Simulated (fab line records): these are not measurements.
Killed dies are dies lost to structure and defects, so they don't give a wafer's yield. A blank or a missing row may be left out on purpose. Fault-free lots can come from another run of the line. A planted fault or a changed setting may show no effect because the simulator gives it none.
fab line records    flow sky130
record: lots: 5  wafers: 23
route steps=708 shown SD_P@329 SD_N@344 LI_CONTACT@382 LOCAL_INTERCONNECT@395 CONTACT@408 VIA1@458
start_h: hours from the record's first day to the start of the lot's first wafer shown    wait_h: time in hours since the lot's previous step    " the same as in the row above    L1.1+2: several wafers, shown together as one row    - no value, or no start was given    * or withheld: withheld    < > ~ a bound
route shown NAME@n: a module of which the file shows steps, and the number in the route of the first    usual: mean/standard deviation of fault-free wafers    same: alike in all rows    chamber/n: place in a boat    sites: the reading at each site    _std_site: their standard deviation    _edge_site: the outer-site mean with the inner-site mean subtracted    radius_mm: for every site, how far away it sits from the centre of the wafer    mask NAME#n: copy n    behind: tool/chamber where the wafer was last shaped    hold: the reason the lot was held/the length of the hold in hours/how it ended    device: whichever transistor did not switch (one of n, p or np)    end of line: the same wafers' tests at the end of the route    a step without rows: its recipe alone    killed: dies that structure and defects cost at the first sort, which is not the same as the wafer's yield    map: a wafer's dies, x killed, . not, _ none there
set.NAME: the setting as run; set.NAME@STEP: as run at that earlier step    model.NAME: the simulator's own value behind a step, which no gauge read
lots run with intentionally changed settings; tables by step, rows by wafer
== steps ==
step: SKY_SD_P_IMPLANT_09
recipe: species: BF2  energy_kev: 20  dose_cm2: 3e+15  tilt_deg: 0
lot.wafer       tool          chamber  start_h  wait_h  set.dose_cm2
L074.1+2+4      implanter-01  0        592.62   0.0     3e+15
L074.3+5        "             0        "        "       3.124e+15
L076.1+2+3+5+6  implanter-01  0        608.77   0.0     3e+15
L079.1+3+5      implanter-03  0        637.27   0.0     3e+15
L082.1+4+6      implanter-01  0        673.88   0.0     3e+15
L082.2+5        "             0        "        "       3.147e+15
L084.1+2+4+5+6  implanter-03  0        678.78   0.0     3e+15
step: SKY_SD_P_STRIP_10
recipe: chemistry: O2/N2  power_w: 1400  pressure_mtorr: 1500  platen_temp_c: withheld  o2_flow_sccm: 3000  n2_flow_sccm: 300  overash_fraction: 0.5
usual: strip_time_to_endpoint_s: 17.48/0.039
lot.wafer  tool             chamber  start_h  wait_h  set.resist_thk_nm@SD_P_COAT_02  strip_time_to_endpoint_s
L074.1     plasma_asher-01  0        592.77   0.1     1140                            17.45
L074.2     "                1        "        "       1140                            17.49
L074.3     "                0        "        "       1111                            17.17
L074.4     "                1        "        "       1111                            17.07
L074.5     "                0        "        "       1140                            17.51
L076.1     plasma_asher-02  0        608.92   0.1     1140                            17.43
L076.2     "                1        "        "       1180                            17.87
L076.3     "                0        "        "       1140                            17.46
L076.5     "                0        "        "       1140                            17.45
L076.6     "                1        "        "       1180                            17.87
L079.1     plasma_asher-03  0        637.42   0.1     1140                            17.46
L079.3     "                1        "        "       1140                            17.47
L079.5     "                1        "        "       1140                            17.50
L082.1     plasma_asher-03  0        674.03   0.1     1140                            17.51
L082.2     "                1        "        "       1140                            17.59
L082.4     "                0        "        "       1140                            17.47
L082.5     "                1        "        "       1140                            17.61
L082.6     "                0        "        "       1140                            17.45
L084.1     plasma_asher-01  0        678.93   0.1     1140                            17.49
L084.2     "                1        "        "       1093                            16.93
L084.4     "                0        "        "       1140                            17.51
L084.5     "                0        "        "       1093                            16.91
L084.6     "                1        "        "       1093                            16.98
step: SKY_SD_N_COAT_02
recipe: resist: NOVOLAK  spin_rpm: 3000  resist_thk_nm: 1140
lot.wafer  tool            chamber  start_h  wait_h  set.resist_thk_nm  model.NOVOLAK_of_SD_N_COAT_02.thk_nm
L074.1     litho_track-03  0        636.07   0.1     1112               1108
L074.2+3   "               0        "        "       1140               1137
L074.4     "               0        "        "       1140               1136
L074.5     "               0        "        "       1112               1109
L076.1+2   litho_track-03  0        650.97   0.1     1157               1157
L076.3     "               0        "        "       1140               1134
L076.5     "               0        "        "       1157               1156
L076.6     "               0        "        "       1140               1144
L079.1     litho_track-03  0        679.57   0.1     1140               1136
L079.3+5   "               0        "        "       1140               1139
L082.1     litho_track-03  0        715.82   0.1     1140               1134
L082.2     "               0        "        "       1140               1137
L082.4     "               0        "        "       1172               1170
L082.5     "               0        "        "       1140               1135
L082.6     "               0        "        "       1172               1171
L084.1     litho_track-02  0        720.50   0.1     1179               1171
L084.2     "               0        "        "       1179               1172
L084.4     "               0        "        "       1140               1137
L084.5     "               0        "        "       1179               1176
L084.6     "               0        "        "       1140               1134
step: SKY_SD_N_IMPLANT_09
recipe: species: As  energy_kev: 50  dose_cm2: 4e+15  tilt_deg: 0
lot.wafer       tool          chamber  start_h  wait_h  set.energy_kev
L074.1+4+5      implanter-02  0        650.14   0.0     50
L074.2+3        "             0        "        "       51.28
L076.1+2+3+5+6  implanter-03  0        666.64   0.0     50
L079.1+3+5      implanter-04  0        694.68   0.0     50
L082.1+2+4+5+6  implanter-03  0        730.88   0.0     50
L084.1+2+4+5+6  implanter-04  0        734.81   0.0     50
step: SKY_SD_N_IMPLANT_10
recipe: species: P  energy_kev: 20  dose_cm2: 1e+14  tilt_deg: 0
step: SKY_SD_N_STRIP_11
recipe: chemistry: O2/N2  power_w: 1400  pressure_mtorr: 1500  platen_temp_c: withheld  o2_flow_sccm: 3000  n2_flow_sccm: 300  overash_fraction: 0.5
usual: strip_time_to_endpoint_s: 22.53/0.042
lot.wafer  tool             chamber  start_h  wait_h  set.resist_thk_nm@SD_N_COAT_02  strip_time_to_endpoint_s
L074.1     plasma_asher-04  1        650.44   0.1     1112                            22.20
L074.2     "                0        "        "       1140                            22.71
L074.3     "                1        "        "       1140                            22.70
L074.4     "                0        "        "       1140                            22.52
L074.5     "                0        "        "       1112                            22.19
L076.1     plasma_asher-04  0        666.94   0.1     1157                            22.69
L076.2     "                1        "        "       1157                            22.71
L076.3     "                0        "        "       1140                            22.48
L076.5     "                1        "        "       1157                            22.71
L076.6     "                0        "        "       1140                            22.60
L079.1     plasma_asher-04  1        694.98   0.1     1140                            22.52
L079.3     "                1        "        "       1140                            22.53
L079.5     "                0        "        "       1140                            22.55
L082.1     plasma_asher-02  1        731.18   0.1     1140                            22.50
L082.2     "                0        "        "       1140                            22.53
L082.4     "                0        "        "       1172                            22.88
L082.5     "                1        "        "       1140                            22.49
L082.6     "                0        "        "       1172                            22.89
L084.1     plasma_asher-04  1        735.11   0.1     1179                            22.84
L084.2     "                0        "        "       1179                            22.86
L084.4     "                1        "        "       1140                            22.51
L084.5     "                0        "        "       1179                            22.91
L084.6     "                1        "        "       1140                            22.45
step: SKY_LI_CONTACT_SPUTTER_20
recipe: material: TiN  target_thk_nm: 20  chamber_pressure_pa: 5  power_w: 4000  time_s: 80
lot.wafer  tool            chamber  start_h  wait_h  set.time_s  model.TiN_of_LI_CONTACT_SPUTTER_20.thk_nm
L074.1     pvd_sputter-04  -        681.18   0.0     89.34       22.53
L074.2     "               -        "        "       89.34       22.69
L074.3     "               -        "        "       80          20.05
L074.4     "               -        "        "       80          20.14
L074.5     "               -        "        "       89.34       22.59
L076.1     pvd_sputter-01  -        696.84   0.0     71.9        17.87
L076.2     "               -        "        "       80          20.22
L076.3     "               -        "        "       71.9        17.82
L076.5     "               -        "        "       80          19.98
L076.6     "               -        "        "       80          19.62
L079.1     pvd_sputter-04  -        724.43   0.0     80          19.61
L079.3     "               -        "        "       80          19.74
L079.5     "               -        "        "       80          19.77
L082.1     pvd_sputter-03  -        760.24   0.0     80          20.06
L082.2     "               -        "        "       80          20.31
L082.4     "               -        "        "       80          20.18
L082.5     "               -        "        "       80          20.25
L082.6     "               -        "        "       80          20.03
L084.1     pvd_sputter-03  -        764.44   0.0     76.75       19.12
L084.2     "               -        "        "       76.75       18.93
L084.4     "               -        "        "       80          20.02
L084.5     "               -        "        "       80          20.01
L084.6     "               -        "        "       76.75       18.89
step: SKY_LOCAL_INTERCONNECT_EXPOSE_08
recipe: mask_id: LI1M  na: 0.8  source_shape: annular  sigma_inner: 0.55  sigma_outer: 0.85  target_cd_nm: 170  dose_mj: 28
lot.wafer       tool            chamber  start_h  wait_h  mask    set.dose_mj
L074.1+3+4      krf_scanner-02  0        -        -       LI1M#0  28.99
L074.2+5        "               0        "        "       LI1M#0  28
L076.1+2        krf_scanner-01  0        -        -       LI1M#0  28
L076.3+5+6      "               0        "        "       LI1M#0  26.45
L079.1+3+5      krf_scanner-01  0        -        -       LI1M#0  28
L082.1+2+4+5+6  krf_scanner-01  0        -        -       LI1M#0  28
L084.1+5+6      krf_scanner-01  0        -        -       LI1M#0  28
L084.2+4        "               0        "        "       LI1M#0  29.54
step: SKY_LOCAL_INTERCONNECT_PEB_09
recipe: peb_temp_c: withheld  peb_time_s: withheld  resist: KrF-thick
step: SKY_LOCAL_INTERCONNECT_DEVELOP_10
recipe: develop_time_s: 60  resist: KrF-thick  dev_temp_c: 21
step: SKY_LOCAL_INTERCONNECT_CD_MEAS_11
recipe: target_cd_nm: 170
usual: cd_nm: 169.4/1.9
lot.wafer  tool       chamber  start_h  wait_h  set.dose_mj@LOCAL_INTERCONNECT_EXPOSE_08  cd_nm
L074.1     cd_sem-02  -        710.37   -       28.99                                     162.9
L074.2     "          -        "        "       28                                        168.5
L074.3     "          -        "        "       28.99                                     163.2
L074.4     "          -        "        "       28.99                                     162.3
L074.5     "          -        "        "       28                                        169.7
L076.1     cd_sem-01  -        724.64   -       28                                        171.5
L076.2     "          -        "        "       28                                        171.0
L076.3     "          -        "        "       26.45                                     182.5
L076.5     "          -        "        "       26.45                                     182.5
L076.6     "          -        "        "       26.45                                     180.7
L079.1     cd_sem-02  -        753.69   -       28                                        167.2
L079.3     "          -        "        "       28                                        167.1
L079.5     "          -        "        "       28                                        167.2
L082.1     cd_sem-01  -        788.22   -       28                                        169.6
L082.2     "          -        "        "       28                                        170.2
L082.4     "          -        "        "       28                                        169.9
L082.5     "          -        "        "       28                                        170.3
L082.6     "          -        "        "       28                                        169.4
L084.1     cd_sem-02  -        790.97   -       28                                        169.5
L084.2     "          -        "        "       29.54                                     160.7
L084.4     "          -        "        "       29.54                                     159.8
L084.5     "          -        "        "       28                                        170.4
L084.6     "          -        "        "       28                                        172.1
step: SKY_LOCAL_INTERCONNECT_ETCH_13
recipe: chemistry: N2/H2  target: BARC  ion_energy_ev: 200  bias_w: 100  pressure_mtorr: 30  n2_flow_sccm: 100  h2_flow_sccm: 200  icp_w: 500  stop_on: SiO2  time_s: 45.9  target_depth_a: 600
lot.wafer  tool          chamber  start_h  wait_h  set.dose_mj@LOCAL_INTERCONNECT_EXPOSE_08  model.LOCAL_INTERCONNECT.cd_nm
L074.1     rie_metal-02  0        710.53   0.0     28.99                                     162.8
L074.2     "             1        "        "       28                                        169
L074.3     "             1        "        "       28.99                                     163.8
L074.4     "             0        "        "       28.99                                     162.4
L074.5     "             1        "        "       28                                        170.2
L076.1     rie_metal-03  1        724.79   0.0     28                                        171.4
L076.2     "             0        "        "       28                                        171.7
L076.3     "             1        "        "       26.45                                     182.7
L076.5     "             1        "        "       26.45                                     182.5
L076.6     "             0        "        "       26.45                                     181.6
L079.1     rie_metal-01  1        753.84   0.0     28                                        166.3
L079.3     "             0        "        "       28                                        167.4
L079.5     "             1        "        "       28                                        166.8
L082.1+5   rie_metal-01  0        788.38   0.0     28                                        170.6
L082.2     "             1        "        "       28                                        170.5
L082.4     "             1        "        "       28                                        169.8
L082.6     "             1        "        "       28                                        169.7
L084.1     rie_metal-03  0        791.12   0.0     28                                        171.1
L084.2     "             1        "        "       29.54                                     161.6
L084.4     "             1        "        "       29.54                                     161
L084.5     "             0        "        "       28                                        172.7
L084.6     "             1        "        "       28                                        172.2
step: SKY_CONTACT_HDPCVD_02
recipe: material: SiO2  target_thk_nm: 565  sigma_open_frac: 0.3  time_s: 94.2  temp_c: 600  sih4_flow_sccm: 60  pressure_mtorr: 6
lot.wafer  tool       chamber  start_h  wait_h  set.sih4_flow_sccm  model.SiO2_of_CONTACT_HDPCVD_02.thk_nm
L074.1     hdpcvd-02  0        711.33   0.1     60                  563.3
L074.2     "          2        "        "       60                  566
L074.3     "          2        "        "       57.47               540.6
L074.4     "          0        "        "       60                  558.8
L074.5     "          0        "        "       57.47               528.2
L076.1     hdpcvd-01  2        725.63   0.1     64.5                612.7
L076.2     "          0        "        "       60                  560.5
L076.3     "          1        "        "       60                  571.9
L076.5     "          0        "        "       64.5                606.2
L076.6     "          2        "        "       60                  569.6
L079.1     hdpcvd-02  1        754.64   0.1     60                  566.2
L079.3     "          0        "        "       60                  564.1
L079.5     "          2        "        "       60                  562.3
L082.1     hdpcvd-02  0        789.18   0.1     60                  558.4
L082.2     "          1        "        "       52.53               488.5
L082.4     "          1        "        "       52.53               492.2
L082.5     "          2        "        "       52.53               490.5
L082.6     "          0        "        "       60                  555.9
L084.1     hdpcvd-01  0        791.96   0.1     57.27               537.9
L084.2     "          1        "        "       60                  569.7
L084.4+6   "          2,0      "        "       57.27               534.3
L084.5     "          1        "        "       60                  566.7
step: SKY_CONTACT_THK_MEAS_03
recipe: reads: SiO2_of_CONTACT_HDPCVD_02
usual: CONTACT_HDPCVD_THK: 563/5.7
lot.wafer  tool           chamber  start_h  wait_h  set.sih4_flow_sccm@CONTACT_HDPCVD_02  CONTACT_HDPCVD_THK[nm]
L074.1     film_metro-04  -        711.43   0.1     60                                    563
L074.2     "              -        "        "       60                                    566
L074.3     "              -        "        "       57.47                                 540
L074.4     "              -        "        "       60                                    558
L074.5     "              -        "        "       57.47                                 528
L076.1     film_metro-01  -        725.70   0.0     64.5                                  613
L076.2     "              -        "        "       60                                    561
L076.3     "              -        "        "       60                                    572
L076.5     "              -        "        "       64.5                                  606
L076.6     "              -        "        "       60                                    570
L079.1     film_metro-01  -        754.71   0.0     60                                    566
L079.3     "              -        "        "       60                                    564
L079.5     "              -        "        "       60                                    563
L082.1     film_metro-03  -        789.25   0.0     60                                    558
L082.2     "              -        "        "       52.53                                 489
L082.4     "              -        "        "       52.53                                 492
L082.5     "              -        "        "       52.53                                 490
L082.6     "              -        "        "       60                                    556
L084.1     film_metro-03  -        792.03   0.0     57.27                                 538
L084.2     "              -        "        "       60                                    570
L084.4     "              -        "        "       57.27                                 534
L084.5     "              -        "        "       60                                    566
L084.6     "              -        "        "       57.27                                 534
step: SKY_CONTACT_CMP_04
recipe: material: SiO2  down_force_psi: 4  platen_rpm: 60  pad_velocity_m_s: 0.94248
usual: time_to_endpoint_s: 82/4.3
lot.wafer  tool    chamber  start_h  wait_h  set.sih4_flow_sccm@CONTACT_HDPCVD_02  time_to_endpoint_s
L074.3     cmp-02  3        711.49   0.0     57.47                                 65
L074.4     "       0        "        "       60                                    76
L074.2     "       1        "        "       60                                    79
L074.1     "       2        "        "       60                                    76
L074.5     "       0        "        "       57.47                                 67
L076.2     cmp-01  0        725.76   0.0     60                                    83
L076.1     "       2        "        "       64.5                                  106
L076.3     "       3        "        "       60                                    85
L076.6     "       0        "        "       60                                    87
L076.5     "       1        "        "       64.5                                  100
L079.1     cmp-02  2        754.77   0.1     60                                    91
L079.3     "       0        "        "       60                                    89
L079.5     "       2        "        "       60                                    83
L082.2     cmp-01  0        789.41   0.1     52.53                                 57
L082.4     "       1        "        "       52.53                                 53
L082.1     "       2        "        "       60                                    82
L082.6     "       0        "        "       60                                    79
L082.5     "       1        "        "       52.53                                 54
L084.2     cmp-01  3        792.14   0.1     60                                    85
L084.1     "       0        "        "       57.27                                 74
L084.4     "       1        "        "       57.27                                 70
L084.6     "       2        "        "       57.27                                 79
L084.5     "       3        "        "       60                                    86
step: SKY_CONTACT_STRIP_19
recipe: chemistry: O2/N2  power_w: 1400  pressure_mtorr: 1500  platen_temp_c: withheld  o2_flow_sccm: 3000  n2_flow_sccm: 300  overash_fraction: 0.5
usual: strip_time_to_endpoint_s: 3.61/0.031
lot.wafer  tool             chamber  start_h  wait_h  set.power_w  strip_time_to_endpoint_s
L074.1     plasma_asher-04  0        740.02   -       1258         3.94
L074.2     "                1        "        "       1400         3.59
L074.3     "                1        "        "       1258         3.91
L074.4     "                0        "        "       1400         3.61
L074.5     "                1        "        "       1258         3.91
L076.1     plasma_asher-03  1        754.21   -       1551         3.31
L076.2     "                0        "        "       1400         3.58
L076.3     "                0        "        "       1400         3.61
L076.5     "                1        "        "       1400         3.62
L076.6     "                0        "        "       1551         3.32
L079.1     plasma_asher-03  0        782.64   -       1400         3.62
L079.3     "                1        "        "       1400         3.59
L079.5     "                1        "        "       1400         3.63
L082.1     plasma_asher-04  0        816.32   -       1400         3.67
L082.2     "                1        "        "       1400         3.64
L082.4     "                0        "        "       1282         3.96
L082.5     "                0        "        "       1282         3.94
L082.6     "                1        "        "       1282         3.85
L084.1     plasma_asher-03  0        819.19   -       1466         3.49
L084.2     "                1        "        "       1400         3.64
L084.4     "                0        "        "       1400         3.57
L084.5     "                1        "        "       1400         3.61
L084.6     "                0        "        "       1466         3.49
step: SKY_VIA1_HDPCVD_00
recipe: material: SiO2  target_thk_nm: 1030  sigma_open_frac: 0.3  time_s: 171.7  temp_c: 400  sih4_flow_sccm: 60  pressure_mtorr: 6
lot.wafer  tool       chamber  start_h  wait_h  set.time_s  model.SiO2_of_VIA1_HDPCVD_00.thk_nm
L074.1     hdpcvd-01  0        769.63   0.0     171.7       1042
L074.2     "          1        "        "       180.8       1096
L074.3     "          2        "        "       180.8       -
L074.4     "          1        "        "       180.8       1085
L074.5     "          0        "        "       171.7       -
L076.1     hdpcvd-02  0        783.94   0.0     158.4       948.1
L076.2     "          1        "        "       171.7       1049
L076.3     "          2        "        "       158.4       950.7
L076.5     "          2        "        "       171.7       1025
L076.6     "          1        "        "       171.7       1041
L079.1     hdpcvd-02  1        811.02   0.0     171.7       1058
L079.3     "          0        "        "       171.7       1042
L079.5     "          2        "        "       171.7       1029
L082.1     hdpcvd-02  2        844.66   0.0     171.7       1028
L082.2     "          1        "        "       164         -
L082.4+6   "          2,1      "        "       171.7       -
L082.5     "          0        "        "       164         984.9
L084.1     hdpcvd-02  1        847.70   0.0     171.7       1048
L084.2+6   "          0,1      "        "       154.3       -
L084.4     "          2        "        "       171.7       -
L084.5     "          0        "        "       154.3       934.2
step: SKY_VIA1_THK_MEAS_01
recipe: reads: SiO2_of_VIA1_HDPCVD_00
usual: VIA1_HDPCVD_THK: 1034/11
lot.wafer  tool           chamber  start_h  wait_h  set.time_s@VIA1_HDPCVD_00  VIA1_HDPCVD_THK[nm]
L074.1     film_metro-03  -        769.74   0.1     171.7                      1043
L074.2     "              -        "        "       180.8                      1096
L074.3     "              -        "        "       180.8                      1089
L074.4     "              -        "        "       180.8                      1086
L074.5     "              -        "        "       171.7                      1033
L076.1     film_metro-01  -        784.05   0.1     158.4                      948
L076.2     "              -        "        "       171.7                      1050
L076.3     "              -        "        "       158.4                      951
L076.5     "              -        "        "       171.7                      1025
L076.6     "              -        "        "       171.7                      1042
L079.1     film_metro-01  -        811.13   0.1     171.7                      1059
L079.3     "              -        "        "       171.7                      1043
L079.5     "              -        "        "       171.7                      1029
L082.1     film_metro-03  -        844.77   0.1     171.7                      1028
L082.2     "              -        "        "       164                        1000
L082.4     "              -        "        "       171.7                      1032
L082.5     "              -        "        "       164                        985
L082.6     "              -        "        "       171.7                      1041
L084.1     film_metro-03  -        847.82   0.1     171.7                      1048
L084.2     "              -        "        "       154.3                      937
L084.4     "              -        "        "       171.7                      1040
L084.5     "              -        "        "       154.3                      934
L084.6     "              -        "        "       154.3                      954
step: SKY_VIA1_SPUTTER_20
recipe: material: TiN  target_thk_nm: 20  chamber_pressure_pa: 5  power_w: 4000  time_s: 80
lot.wafer  tool            chamber  start_h  wait_h  set.power_w  model.TiN_of_VIA1_SPUTTER_20.thk_nm
L074.1     pvd_sputter-04  -        797.26   0.0     4000         20.26
L074.2     "               -        "        "       4000         20.16
L074.3     "               -        "        "       4000         19.8
L074.4     "               -        "        "       4000         19.68
L074.5     "               -        "        "       4000         19.84
L076.1     pvd_sputter-03  -        811.40   0.0     4000         19.77
L076.2     "               -        "        "       4000         19.73
L076.3     "               -        "        "       3791         18.55
L076.5     "               -        "        "       3791         18.58
L076.6     "               -        "        "       4000         19.7
L079.1     pvd_sputter-04  -        838.36   0.0     4000         19.56
L079.3     "               -        "        "       4000         19.68
L079.5     "               -        "        "       4000         19.69
L082.1     pvd_sputter-03  -        872.31   0.0     3853         19.03
L082.2     "               -        "        "       3853         19.21
L082.4     "               -        "        "       3853         19.16
L082.5     "               -        "        "       4000         19.76
L082.6     "               -        "        "       4000         20.03
L084.1     pvd_sputter-03  -        874.37   0.0     4000         20.05
L084.2     "               -        "        "       4000         19.86
L084.4     "               -        "        "       4215         21.01
L084.5     "               -        "        "       4215         21.33
L084.6     "               -        "        "       4215         21.08
== key ==
split: step: SKY_SD_P_IMPLANT_09  setting: dose_cm2  stated: 3e+15  by: wafer
response none clear
split: step: SKY_SD_N_COAT_02  setting: resist_thk_nm  stated: 1140  by: wafer
response: step: SKY_SD_N_COAT_02  reading: model.NOVOLAK_of_SD_N_COAT_02.thk_nm  change: +11.6  per: 1%  r: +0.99
response: step: SKY_SD_N_STRIP_11  reading: strip_time_to_endpoint_s  change: *  per: 1%  r: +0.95
split: step: SKY_SD_N_IMPLANT_09  setting: energy_kev  stated: 50  by: wafer
response none clear
split: step: SKY_LI_CONTACT_SPUTTER_20  setting: time_s  stated: 80  by: wafer
response: step: SKY_LI_CONTACT_SPUTTER_20  reading: model.TiN_of_LI_CONTACT_SPUTTER_20.thk_nm  change: +0.214  per: 1%  r: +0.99
split: step: SKY_LOCAL_INTERCONNECT_EXPOSE_08  setting: dose_mj  stated: 28  by: wafer
response: step: SKY_LOCAL_INTERCONNECT_CD_MEAS_11  reading: cd_nm  change: -1.89  per: 1%  r: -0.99
response: step: SKY_LOCAL_INTERCONNECT_ETCH_13  reading: model.LOCAL_INTERCONNECT.cd_nm  change: -1.93  per: 1%  r: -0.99
split: step: SKY_CONTACT_HDPCVD_02  setting: sih4_flow_sccm  stated: 60  by: wafer
response: step: SKY_CONTACT_HDPCVD_02  reading: model.SiO2_of_CONTACT_HDPCVD_02.thk_nm  change: +5.66  per: 1%  r: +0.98
response: step: SKY_CONTACT_THK_MEAS_03  reading: CONTACT_HDPCVD_THK  change: +5.67  per: 1%  r: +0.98
response: step: SKY_CONTACT_CMP_04  reading: time_to_endpoint_s  change: *  per: 1%  r: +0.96
split: step: SKY_CONTACT_STRIP_19  setting: power_w  stated: 1400  by: wafer
response: step: SKY_CONTACT_STRIP_19  reading: strip_time_to_endpoint_s  change: *  per: 1%  r: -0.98
split: step: SKY_VIA1_HDPCVD_00  setting: time_s  stated: 171.7  by: wafer
response: step: SKY_VIA1_HDPCVD_00  reading: model.SiO2_of_VIA1_HDPCVD_00.thk_nm  change: +11  per: 1%  r: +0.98
response: step: SKY_VIA1_THK_MEAS_01  reading: VIA1_HDPCVD_THK  change: +10.4  per: 1%  r: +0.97
split: step: SKY_VIA1_SPUTTER_20  setting: power_w  stated: 4000  by: wafer
response: step: SKY_VIA1_SPUTTER_20  reading: model.TiN_of_VIA1_SPUTTER_20.thk_nm  change: +0.219  per: 1%  r: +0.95
split outside_this_file step=SKY_SD_P_COAT_02 setting=resist_thk_nm
split outside_this_file: this setting was split too, and the file shows its column; the key of that split is in another file
